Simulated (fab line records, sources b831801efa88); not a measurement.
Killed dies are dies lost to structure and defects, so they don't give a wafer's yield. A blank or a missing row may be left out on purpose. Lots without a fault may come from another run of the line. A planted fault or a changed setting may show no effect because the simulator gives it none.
fab line records | flow gf180mcu
record lots=6 wafers=18 last_day=34
route steps=602 shown V3@447 M4@456
lots that met no fault: from a run of the same line without faults
start_h: hours from the record's first day to the start of the lot's first wafer shown | wait_h: hours since the lot's step before | " the same as in the row above | L1.1+2: a row that stands for several wafers | - no value, or no start given | * or withheld: withheld | < > ~ a bound
route shown NAME@n: a module of which the file shows steps, and the number in the route of the first | usual: mean/standard deviation of fault-free wafers | same: alike in all rows | chamber/n: place in a boat | sites: the reading at each site | _std_site: their standard deviation | _edge_site: outer sites' mean less inner sites' | radius_mm: how far each site lies from the wafer's centre | mask NAME#n: copy n | behind: the tool/chamber that last shaped the wafer | hold: why the lot was held/for how many hours/how that ended | device: the transistor (n, p or np) that didn't switch | end of line: the same wafers' tests at the end of the route | a step without rows: its recipe alone | killed: dies lost to structure and defects at the first sort, not the wafer's yield | map: a wafer's dies, x killed, . not, _ none there
set.NAME: the setting as run; set.NAME@STEP: as run at that earlier step | model.NAME: the simulator's own value behind a step, which no gauge read
lots at some steps of the route; a table a step, a row a wafer
services: from which hour (start_h, from the record's first day; less than 0 if before it) a tool's chamber was out of use, for how many hours, and why
## steps
# step GF_V3_STRIP_18
# recipe chemistry=O2/N2 power_w=1400 pressure_mtorr=1500 platen_temp_c=250 o2_flow_sccm=3000 n2_flow_sccm=300 overash_fraction=0.5
# usual drypump_motor_current_A=6.1/0.47 heater_power_w=317/28 oes_product_au=0.592/0.0051
# columns lot.wafer tool chamber start_h wait_h drypump_motor_current_A heater_power_w oes_product_au rf_hours_counter_h
L584.1 plasma_asher-02 0 517.93 - 6.2 377 0.592 73
L584.2 " 1 " " 6.1 313 0.593 73
L584.3 " 1 " " 6.1 318 0.594 -
L593.2 plasma_asher-01 0 601.31 - 6.7 311 0.588 49
L593.3 " 0 " " 6.7 318 0.602 -
L593.5 " 0 " " 6.8 314 0.594 -
L603.3 plasma_asher-04 1 671.84 - 5.8 275 0.595 -
L603.4 " 0 " " 5.3 328 0.586 -
L603.6 " 1 " " 5.8 279 0.590 -
L604.1 plasma_asher-04 0 675.16 - 5.3 329 0.592 28
L604.2 " 1 " " 5.8 274 0.594 28
L604.6 " 1 " " 5.8 278 0.588 -
L606.1 plasma_asher-04 0 688.88 - 5.3 327 0.590 29
L606.2 " 1 " " 5.8 276 0.585 29
L606.4 " 0 " " 5.3 330 0.593 -
L607.1 plasma_asher-01 1 695.88 - 6.6 302 0.592 60
L607.3 " 1 " " 6.6 301 0.586 -
L607.4 " 0 " " 6.7 306 0.595 -
# step GF_V3_STRIP_19
# recipe chemistry=post_etch_residue_remover time_s=1200 temp_c=72.5
# step GF_V3_CLEAN_20
# recipe chemistry=DIW dry=n2_spin
# step GF_V3_SPUTTER_21
# recipe material=Ti target_thk_nm=15 chamber_pressure_pa=5 power_w=2500 substrate_temp_c=200 time_s=80.02
# usual cathode_dc_power_W=2500.0/0.47 chamber_pressure_pa=4.999/0.0088 throttle_valve_pct=30.5/1
# columns lot.wafer tool chamber start_h wait_h cathode_dc_power_W chamber_pressure_pa throttle_valve_pct
L584.1 pvd_sputter-02 - 518.81 0.0 2499.6 4.992 31.0
L584.2 " - " " 2500.3 4.991 31.8
L584.3 " - " " 2499.3 4.993 28.9
L593.2 pvd_sputter-02 - 601.87 0.0 2500.0 5.005 27.8
L593.3 " - " " 2498.9 4.993 28.8
L593.5 " - " " 2500.2 5.011 28.8
L603.3 pvd_sputter-04 - 672.34 0.0 2500.5 4.998 30.1
L603.4 " - " " 2499.9 5.002 29.4
L603.6 " - " " 2500.5 4.999 29.6
L604.1 pvd_sputter-02 - 675.69 0.0 2500.4 4.997 28.7
L604.2 " - " " 2500.3 5.009 32.1
L604.6 " - " " 2499.1 5.008 32.0
L606.1 pvd_sputter-01 - 689.46 0.0 2500.1 4.998 30.4
L606.2 " - " " 2500.2 4.988 30.3
L606.4 " - " " 2499.9 5.000 31.2
L607.1 pvd_sputter-04 - 696.44 0.0 2500.1 4.988 30.2
L607.3 " - " " 2499.7 5.007 29.4
L607.4 " - " " 2500.4 5.006 31.8
# step GF_V3_SPUTTER_22
# recipe material=TiN target_thk_nm=10 chamber_pressure_pa=5 power_w=4000 time_s=40
# step GF_V3_CVD_23
# recipe material=W target_thk_nm=350 time_s=104.9 temp_c=400 pressure_torr=40
# step GF_V3_RS_MEAS_24
# recipe thk_meas_gauge=four-point-probe reads=W_of_V3_CVD_23+TiN_of_V3_SPUTTER_22+Ti_of_V3_SPUTTER_21
# usual V3_W_RS=0.330/0.0032
# columns lot.wafer tool chamber start_h wait_h V3_W_RS[ohm/sq]
L584.1 film_metro-02 - 519.02 0.1 0.327
L584.2 " - " " 0.324
L584.3 " - " " 0.323
L593.2 film_metro-02 - 602.11 0.1 0.333
L593.3 " - " " 0.326
L593.5 " - " " 0.331
L603.3 film_metro-03 - 672.59 0.1 0.331
L603.4 " - " " 0.328
L603.6 " - " " 0.330
L604.1 film_metro-02 - 675.90 0.1 0.330
L604.2 " - " " 0.330
L604.6 " - " " 0.329
L606.1 film_metro-02 - 689.67 0.1 0.330
L606.2 " - " " 0.329
L606.4 " - " " 0.327
L607.1 film_metro-04 - 696.65 0.1 0.330
L607.3 " - " " 0.331
L607.4 " - " " 0.329
# step GF_V3_THK_MEAS_25
# recipe thk_meas_gauge=xrf reads=W_of_V3_CVD_23
# usual V3_W_THK=339/3.3
# columns lot.wafer tool chamber start_h wait_h V3_W_THK[nm]
L584.1 film_metro-02 - 519.14 0.1 339
L584.2 " - " " 343
L584.3 " - " " 344
L593.2 film_metro-02 - 602.22 0.1 334
L593.3 " - " " 342
L593.5 " - " " 336
L603.3 film_metro-03 - 672.69 0.1 337
L603.4 " - " " 341
L603.6 " - " " 339
L604.1 film_metro-02 - 676.02 0.1 340
L604.2 " - " " 338
L604.6 " - " " 339
L606.1 film_metro-02 - 689.79 0.1 339
L606.2 " - " " 341
L606.4 " - " " 343
L607.1 film_metro-04 - 696.77 0.1 338
L607.3 " - " " 340
L607.4 " - " " 343
# step GF_V3_CMP_26
# recipe stop_on=SiO2 down_force_psi=3.5 platen_rpm=60 t_overpolish_s=15 target_thk_nm=0 pad_velocity_m_s=0.94248
# usual motor_current_A=11.1/1.3 overpolish_run_s=15.000/0.0098 time_to_endpoint_s=85.2/2.8
# columns lot.wafer tool chamber start_h wait_h motor_current_A overpolish_run_s time_to_endpoint_s
L584.3 cmp-02 0 519.20 0.0 10.7 15.005 84.3
L584.1 " 1 " " 12.0 14.990 82.9
L584.2 " 2 " " 11.8 14.999 87.6
L593.2 cmp-02 3 602.60 0.4 9.3 14.997 84.7
L593.3 " 0 " " 10.5 15.009 87.6
L593.5 " 1 " " 12.2 14.995 85.5
L603.4 cmp-02 0 672.73 0.0 10.1 15.006 84.6
L603.3 " 2 " " 11.6 14.994 86.4
L603.6 " 0 " " 10.4 14.995 82.2
L604.2 cmp-01 3 676.08 0.0 13.1 15.011 86.8
L604.1 " 2 " " 11.0 14.997 80.9
L604.6 " 3 " " 13.0 14.992 88.2
L606.4 cmp-02 2 689.85 0.0 11.6 15.010 90.9
L606.1 " 3 " " 8.7 14.998 88.6
L606.2 " 0 " " 10.1 14.987 87.4
L607.4 cmp-02 1 696.83 0.0 11.9 14.986 93.5
L607.3 " 2 " " 11.4 15.011 87.8
L607.1 " 3 " " 8.8 14.988 89.8
# step GF_M4_SPUTTER_00
# recipe material=Ti target_thk_nm=37.5 arriving_ion_energy_ev=80 substrate_temp_c=200 chamber_pressure_pa=2 power_w=4000 time_s=150
# usual cathode_dc_power_W=4000.0/0.75 chamber_pressure_pa=2.000/0.0045 throttle_valve_pct=30.3/1.4
# columns lot.wafer tool chamber start_h wait_h cathode_dc_power_W chamber_pressure_pa throttle_valve_pct
L584.1 pvd_sputter-03 - 519.50 0.2 3999.8 2.004 28.8
L584.2 " - " " 4001.3 2.005 30.4
L584.3 " - " " 4000.4 1.999 31.6
L593.2 pvd_sputter-02 - 602.80 0.1 3999.7 2.000 31.3
L593.3 " - " " 4000.0 1.997 28.7
L593.5 " - " " 3999.3 1.997 31.0
L603.3 pvd_sputter-02 - 673.03 0.1 4000.2 1.997 31.2
L603.4 " - " " 3998.2 2.007 32.1
L603.6 " - " " 4001.3 2.007 32.4
L604.1 pvd_sputter-04 - 676.38 0.1 4000.2 1.998 30.0
L604.2 " - " " 4001.0 2.005 30.1
L604.6 " - " " 3999.7 1.997 31.9
L606.1 pvd_sputter-03 - 690.15 0.2 3999.8 2.002 31.1
L606.2 " - " " 3999.2 1.999 28.7
L606.4 " - " " 4000.3 1.996 31.4
L607.1 pvd_sputter-02 - 697.13 0.1 3999.4 1.999 32.0
L607.3 " - " " 3999.5 1.999 31.4
L607.4 " - " " 4000.4 2.006 27.8
# step GF_M4_SPUTTER_01
# recipe material=TiN target_thk_nm=30 power_w=6500 time_s=25 chamber_pressure_pa=0.4
# usual cathode_dc_power_W=6500.2/1.2 chamber_pressure_pa=0.3999/0.00082 throttle_valve_pct=30.3/1.4
# columns lot.wafer tool chamber start_h wait_h cathode_dc_power_W chamber_pressure_pa throttle_valve_pct
L584.1 pvd_sputter-03 - 519.60 0.1 6501.1 0.4008 28.7
L584.2 " - " " 6501.2 0.4009 30.4
L584.3 " - " " 6501.1 0.3999 31.6
L593.2 pvd_sputter-02 - 602.90 0.1 6498.4 0.3994 31.2
L593.3 " - " " 6500.2 0.4012 28.5
L593.5 " - " " 6501.8 0.3989 31.2
L603.3 pvd_sputter-02 - 673.13 0.1 6499.6 0.3998 31.3
L603.4 " - " " 6502.7 0.4006 31.9
L603.6 " - " " 6500.1 0.4012 32.3
L604.1 pvd_sputter-04 - 676.48 0.1 6499.1 0.3982 29.9
L604.2 " - " " 6499.9 0.4005 30.0
L604.6 " - " " 6499.8 0.3998 32.0
L606.1 pvd_sputter-03 - 690.25 0.1 6500.5 0.3996 31.3
L606.2 " - " " 6500.2 0.3996 28.9
L606.4 " - " " 6499.5 0.4013 31.5
L607.1 pvd_sputter-02 - 697.23 0.1 6499.6 0.3997 32.1
L607.3 " - " " 6501.8 0.3998 31.2
L607.4 " - " " 6499.0 0.4001 27.7
# step GF_M4_SPUTTER_02
# recipe material=AlCu target_thk_nm=450 power_w=10600 time_s=23.9 chamber_pressure_pa=0.4
# step GF_M4_SPUTTER_03
# recipe material=Ti target_thk_nm=10 substrate_temp_c=300 chamber_pressure_pa=0.3 power_w=3000 time_s=6.7
# usual cathode_dc_power_W=3000.0/0.55 chamber_pressure_pa=0.2999/0.00062 throttle_valve_pct=30.3/1.3
# columns lot.wafer tool chamber start_h wait_h cathode_dc_power_W chamber_pressure_pa throttle_valve_pct
L584.1 pvd_sputter-03 - 519.66 0.0 3000.4 0.2990 28.7
L584.2 " - " " 3000.9 0.3006 30.6
L584.3 " - " " 3000.3 0.3001 31.5
L593.2 pvd_sputter-02 - 602.96 0.0 2999.7 0.2995 31.2
L593.3 " - " " 2999.9 0.3006 28.9
L593.5 " - " " 3000.3 0.2995 30.9
L603.3 pvd_sputter-02 - 673.19 0.0 - - -
L603.4 " - " " - - -
L603.6 " - " " - - -
L604.1 pvd_sputter-04 - 676.54 0.0 - - -
L604.2 " - " " - - -
L604.6 " - " " - - -
L606.1 pvd_sputter-03 - 690.31 0.0 2999.0 0.2998 30.9
L606.2 " - " " 3001.0 0.2997 28.7
L606.4 " - " " 3000.2 0.2992 31.4
L607.1 pvd_sputter-02 - 697.29 0.0 3000.1 0.2992 32.0
L607.3 " - " " 2999.6 0.3006 31.3
L607.4 " - " " 2999.8 0.2993 27.9
# step GF_M4_SPUTTER_04
# recipe material=TiN target_thk_nm=50 power_w=6500 time_s=41.7 chamber_pressure_pa=0.4
## services
# columns tool chamber start_h hours kind
cmp-02 - 497.50 0.8 repair
cmp-02 - 513.11 0.2 repair
cmp-01 - 519.34 0.7 repair
plasma_asher-02 - 522.54 0.7 repair
cmp-01 - 523.45 0.3 repair
pvd_sputter-04 - 529.06 0.5 repair
cmp-02 - 538.80 5.5 pm
plasma_asher-04 - 545.87 0.7 repair
cmp-02 - 558.78 2.4 repair
pvd_sputter-02 - 570.33 1.1 repair
cmp-01 - 572.05 4.0 pm
pvd_sputter-01 - 575.77 1.7 repair
pvd_sputter-02 - 587.07 2.3 repair
cmp-01 - 591.01 0.5 repair
cmp-01 - 601.76 2.0 repair
cmp-02 - 612.09 0.8 repair
cmp-01 - 622.45 6.4 pm
cmp-02 - 639.63 5.3 pm
plasma_asher-02 - 642.77 163.6 pm
cmp-01 - 657.62 4.3 repair
pvd_sputter-03 - 658.35 2.7 repair
pvd_sputter-01 - 664.14 4.2 repair
cmp-02 - 665.47 0.9 repair
plasma_asher-01 - 677.47 2.8 pm
## key
first_sign step=GF_M4_SPUTTER_03 reading=tool_record direction=missing
effect none on later readings
met_at GF_M4_SPUTTER_03
struck_wafers L603.3,L603.4,L603.6,L604.1,L604.2,L604.6
later_rows_left_out L603.3,L603.4,L603.6,L604.1,L604.2,L604.6
sort_left_out L603.3,L603.4,L603.6,L604.1,L604.2,L604.6
onset_between 602.96 673.19
fault kind=skipped_step_whole tool=pvd_sputter-02,pvd_sputter-04 chamber=- onset_h=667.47 steps=GF_M4_SPUTTER_03 scope=struck_lots_only
# sort_left_out: the simulated sort isn't trusted on such a fault, so these wafers' sort isn't shown, and their yield isn't known
# later_rows_left_out: the simulator's readings of these wafers behind a module that went badly wrong aren't trusted and aren't shown, but for the sort
